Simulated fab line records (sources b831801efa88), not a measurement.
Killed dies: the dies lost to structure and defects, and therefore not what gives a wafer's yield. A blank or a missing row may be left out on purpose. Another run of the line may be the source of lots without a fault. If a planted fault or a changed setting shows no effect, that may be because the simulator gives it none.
The tool behind it: which one? + flow gf180mcu + 29 wafers from 10 lots sampled at 2 of the route's 602 steps

WHAT THE GAUGES READ, wafer by wafer
The record lacks any reading of a measuring or inspecting step that a usual standard deviation could be used to judge.

EACH LOT AND THE TOOL THAT RAN IT (in order: tool; ch and the chambers of the sampled wafers; start)
| lot  | GF_STI_ETCH_14                  | GF_STI_STRIP_15                     |
|------|---------------------------------|-------------------------------------|
| L475 | rie_si-02 ch 1,2,3, day 2 01:34 | plasma_asher-01 ch 0,1, day 2 01:40 |
| L476 | rie_si-02 ch 0,1, day 2 06:28   | plasma_asher-04 ch 0,1, day 2 06:34 |
| L478 | rie_si-02 ch 0,1, day 2 17:39   | plasma_asher-04 ch 0,1, day 2 17:43 |
| L483 | rie_si-02 ch 0,2,3, day 3 20:41 | plasma_asher-03 ch 0,1, day 3 20:46 |
| L487 | rie_si-01 ch 1,2,3, day 4 21:07 | plasma_asher-01 ch 0,1, day 4 21:13 |
| L489 | rie_si-01 ch 2,3, day 5 04:04   | plasma_asher-04 ch 0,1, day 5 04:08 |
| L494 | rie_si-01 ch 0,1,3, day 6 03:40 | plasma_asher-04 ch 0,1, day 6 03:44 |
| L496 | rie_si-02 ch 0,3, day 6 13:16   | plasma_asher-04 ch 0,1, day 6 13:22 |
| L497 | rie_si-02 ch 0,1,2, day 6 19:01 | plasma_asher-04 ch 0,1, day 6 19:05 |
| L498 | rie_si-01 ch 0,2,3, day 7 01:07 | plasma_asher-03 ch 0,1, day 7 01:11 |
- GF_STI_ETCH_14: etches Si in HBr/Cl2/O2, target depth 360 nm, time 102.9 s.
- GF_STI_STRIP_15: strips in O2/N2.

AS READ BY THE TOOLS THEMSELVES (means over the sampled wafers that have a number; for cases with no such wafer, the mark the record gives instead)
GF_STI_ETCH_14.
| lot  | tool      | drypump_motor_current_A (A) | oes_product_au (a.u.) | run_length_s (s) | throttle_valve_pct (%) |
|------|-----------|-----------------------------|-----------------------|------------------|------------------------|
| L475 | rie_si-02 | 5.68                        | 1.008                 | 131.1            | 25.649                 |
| L476 | rie_si-02 | 5.45                        | 1.015                 | 131.2            | 25.646                 |
| L478 | rie_si-02 | 5.41                        | 1.015                 | 109.3            | 25.648                 |
| L483 | rie_si-02 | 5.55                        | 1.007                 | 116.8            | 25.659                 |
| L487 | rie_si-01 | 5.48                        | 1.005                 | 130.9            | 25.653                 |
| L489 | rie_si-01 | 5.41                        | 1.008                 | 131.5            | 25.652                 |
| L494 | rie_si-01 | 5.48                        | 1.013                 | 131.2            | 25.657                 |
| L496 | rie_si-02 | 5.42                        | 1.002                 | 131.6            | 25.651                 |
| L497 | rie_si-02 | 5.45                        | 1.014                 | 131.2            | 25.645                 |
| L498 | rie_si-01 | 5.42                        | 1.011                 | 131.3            | 25.645                 |

GF_STI_STRIP_15.
| lot  | tool            | drypump_motor_current_A (A) | heater_power_w (W) | oes_product_au (a.u.) | strip_time_to_endpoint_s (s) |
|------|-----------------|-----------------------------|--------------------|-----------------------|------------------------------|
| L475 | plasma_asher-01 | 5.4                         | 289                | 0.387                 | 3.72                         |
| L476 | plasma_asher-04 | 5.2                         | 298                | 0.383                 | 3.67                         |
| L478 | plasma_asher-04 | 5.4                         | 298                | 0.397                 | 3.94                         |
| L483 | plasma_asher-03 | 5.6                         | 399                | 0.395                 | 3.84                         |
| L487 | plasma_asher-01 | 5.1                         | 311                | 0.387                 | 3.76                         |
| L489 | plasma_asher-04 | 5.2                         | 307                | 0.376                 | 3.69                         |
| L494 | plasma_asher-04 | 5.2                         | 302                | 0.380                 | 3.73                         |
| L496 | plasma_asher-04 | 5.2                         | 297                | 0.383                 | 3.71                         |
| L497 | plasma_asher-04 | 5.6                         | 307                | 0.385                 | 3.71                         |
| L498 | plasma_asher-03 | 5.6                         | 366                | 0.384                 | 3.80                         |

THE ANSWER, worked out from the rows above alone
Rule: usual is defined by the lots themselves. Put in order of their means at a reading, lots are off if they are a third of the lots or fewer, leave a main group of 4 or more, and stand apart from it by a gap of 3 or more times the standard deviation of the main group's means; of several such gaps the widest counts. If all means in a main group match to the digits the tables above print for the reading, that group is not used. A lot without any number at a reading at which 4 lots or more have one is off too. Any other lot the step has rows for is counted as sound. Order of review: gauges by route order, followed by the tools' own readings, for which a lot's mean as printed above is used. At the first step where some lot is off, the reading lying furthest off is the one used; lots without a number count as furthest.
Off: L478, L483 (GF_STI_ETCH_14, run_length_s). Main group: mean 131.2 s, sd 0.21.
If a tool, at that step or one of the process steps before it, ran each lot that is off and ran no sound lot following the first of them, it fits. Of those tried, none fits.

WHAT WAS PUT IN BY THE SIMULATOR
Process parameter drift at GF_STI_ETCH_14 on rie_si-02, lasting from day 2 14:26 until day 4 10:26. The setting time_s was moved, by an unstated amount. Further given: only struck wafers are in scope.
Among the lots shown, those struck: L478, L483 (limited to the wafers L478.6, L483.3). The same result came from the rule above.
